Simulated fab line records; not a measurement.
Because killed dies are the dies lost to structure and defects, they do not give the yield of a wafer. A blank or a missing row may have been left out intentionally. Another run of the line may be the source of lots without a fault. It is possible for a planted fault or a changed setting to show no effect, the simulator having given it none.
What tool caused it? | flow gf180mcu | 11 lots with 33 wafers sampled at 3 steps, on a route of 602 steps

## WHAT THE GAUGES SHOWED, per wafer
GF_PASSIVATION_THK_MEAS_01.
lot  | measured     | on           | PASSIVATION_CVD_00_THK (nm)
L946 | day 28 23:26 | filmMetro-03 | 991 996 1004
L947 | day 29 01:15 | filmMetro-01 | 963 988 983
L949 | day 29 06:56 | filmMetro-02 | 995 1005 1010
L950 | day 29 07:22 | filmMetro-01 | 988 1001 1004
L952 | day 29 22:44 | filmMetro-02 | 987 1008 1029
L954 | day 30 13:26 | filmMetro-01 | 989 998 1009
L959 | day 31 14:41 | filmMetro-02 | 1026 1012 1238
L964 | day 33 02:17 | filmMetro-03 | 991 996 1013
L965 | day 33 09:52 | filmMetro-01 | 985 999 988
L967 | day 33 21:51 | filmMetro-01 | 988 1019 1015
L968 | day 33 23:11 | filmMetro-02 | 1009 1006 1014

## TOOL THAT RAN EACH LOT (tool first, then ch and the chambers of the sampled wafers, then the start)
lot  | GF_TOP_METAL_SPUTTER_01     | GF_PASSIVATION_CVD_00
L946 | pvdSputter-03, day 28 01:11 | pecvd-03 ch 0,2, day 28 23:22
L947 | pvdSputter-02, day 28 02:48 | pecvd-03 ch 0,1, day 29 01:10
L949 | pvdSputter-03, day 28 08:09 | pecvd-04 ch 1,2, day 29 06:50
L950 | pvdSputter-02, day 28 08:48 | pecvd-02 ch 0,1, day 29 07:16
L952 | pvdSputter-03, day 29 00:37 | pecvd-04 ch 0,1, day 29 22:40
L954 | pvdSputter-02, day 29 17:59 | pecvd-04 ch 1,2, day 30 13:22
L959 | pvdSputter-04, day 30 20:29 | pecvd-04 ch 0,2, day 31 14:35
L964 | pvdSputter-02, day 32 09:22 | pecvd-03 ch 1,2, day 33 02:12
L965 | pvdSputter-03, day 32 17:22 | pecvd-02 ch 0,1,2, day 33 09:47
L967 | pvdSputter-03, day 33 05:34 | pecvd-03 ch 0,1,2, day 33 21:45
L968 | pvdSputter-02, day 33 06:55 | pecvd-02 ch 0,1, day 33 23:05
- GF_TOP_METAL_SPUTTER_01: material TiN, target thk 30 nm, time 25 s.
- GF_PASSIVATION_CVD_00: deposits SiO2 from TEOS, target thk 1000 nm, time 111.95 s.

## THE ANSWER, worked out from the rows above alone
Rule: usual is defined by the lots themselves. Put in order of their means at a reading, lots are off if they are a third of the lots or fewer, leave a main group of 4 or more, and stand apart from it by a gap of 3 or more times the standard deviation of the main group's means; of several such gaps the widest counts. The tables above print the reading to a certain number of digits; a main group whose means all agree to those digits is not used. A lot without any number at a reading at which 4 lots or more have one is off too. The other lots that the step has rows for count as sound.
Off: L959, at GF_PASSIVATION_THK_MEAS_01 (PASSIVATION_CVD_00_THK). The main group: mean 999 nm, standard deviation 8.9.
A tool fits if, at a process step before that reading, it ran every lot that is off, and no sound lot after the first of them. Those tools and the gauges at GF_PASSIVATION_THK_MEAS_01 are tried in the same way. This does not decide it: 2 tools fit, namely pvdSputter-04 at GF_TOP_METAL_SPUTTER_01 and pecvd-04 at GF_PASSIVATION_CVD_00.

## WHAT WAS PUT IN BY THE SIMULATOR
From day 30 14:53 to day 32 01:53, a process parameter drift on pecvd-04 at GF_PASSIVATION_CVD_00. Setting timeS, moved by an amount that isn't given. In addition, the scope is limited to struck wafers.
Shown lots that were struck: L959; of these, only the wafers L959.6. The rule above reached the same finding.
